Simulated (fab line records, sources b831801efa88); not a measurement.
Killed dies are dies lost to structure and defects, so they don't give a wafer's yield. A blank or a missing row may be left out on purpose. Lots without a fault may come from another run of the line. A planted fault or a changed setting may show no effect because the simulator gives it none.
Chamber matching | flow gf180mcu | GF_STI_ETCH_14 on rie_si-01: 4 sister chambers
The step etches Si in HBr/Cl2/O2, target depth 360 nm, time 102.9 s. 14 wafers are shown with their chamber, then 7 later ones without.

WAFERS WITH THEIR CHAMBER
wafer  | chamber | drypump_motor_current_A (A) | HBr_flow_sccm (sccm) | oes_product_au (a.u.)
L333.4 | 2       | 5.6                         | 149.7                | 1.010
L333.5 | 0       | 5.2                         | 150.3                | 1.014
L333.6 | 3       | 5.0                         | 150.1                | 1.010
L334.1 | 0       | 5.2                         | 149.6                | 0.998
L334.2 | 1       | 6.2                         | 150.4                | 0.997
L334.5 | 3       | 5.0                         | 150.0                | 1.021
L336.2 | 2       | 5.6                         | 149.6                | 0.982
L336.5 | 2       | 5.6                         | 149.4                | 0.982
L336.6 | 3       | 5.0                         | 149.6                | 1.007
L347.2 | 2       | 5.5                         | 149.6                | 0.996
L347.3 | 0       | 5.2                         | 149.9                | 0.992
L347.6 | 0       | 5.2                         | 150.0                | 1.004
L348.1 | 2       | 5.6                         | 149.8                | 0.984
L348.2 | 3       | 5.0                         | 150.1                | 1.010

SIGNATURES (means of the wafers above)
reading                 | chamber 0 | chamber 1 | chamber 2 | chamber 3 | scatter within a chamber
drypump_motor_current_A | 5.200     | 6.200     | 5.580     | 5.000     | 0.0283
HBr_flow_sccm           | 149.950   | 150.400   | 149.620   | 149.950   | 0.225
oes_product_au          | 1.00200   | 0.99700   | 0.99080   | 1.01200   | 0.00987
Rule: a wafer's distance from a chamber is the root of the sum, over the readings, of the square of ((its reading less the chamber's mean) divided by the reading's scatter). The wafer belongs to the nearest chamber; if the next one is less than 2 further off, it can't be placed. The scatter: the root of (the sum of the squares of (reading less its chamber's mean) over the shown wafers, divided by (wafers less chambers)).

WAFERS WITHOUT THEIR CHAMBER
wafer  | drypump_motor_current_A (A) | HBr_flow_sccm (sccm) | oes_product_au (a.u.)
L348.3 | 5.3                         | 149.6                | 0.993
L354.2 | 6.2                         | 151.1                | 1.004
L354.4 | 5.0                         | 150.0                | 1.015
L354.5 | 6.2                         | 150.3                | 1.012
L355.1 | 5.2                         | 150.8                | 0.995
L355.4 | 6.3                         | 148.5                | 1.002
L355.5 | 5.6                         | 150.1                | 0.996

WHICH CHAMBER EACH WENT THROUGH
wafer  | from the rows above | in truth
L348.3 | 0                   | 0
L354.2 | 1                   | 1
L354.4 | 3                   | 3
L354.5 | 1                   | 1
L355.1 | 0                   | 0
L355.4 | 1                   | 1
L355.5 | 2                   | 2
Placed correctly: 7 of 7. Can't be placed from these rows: 0. Placed wrongly: 0.
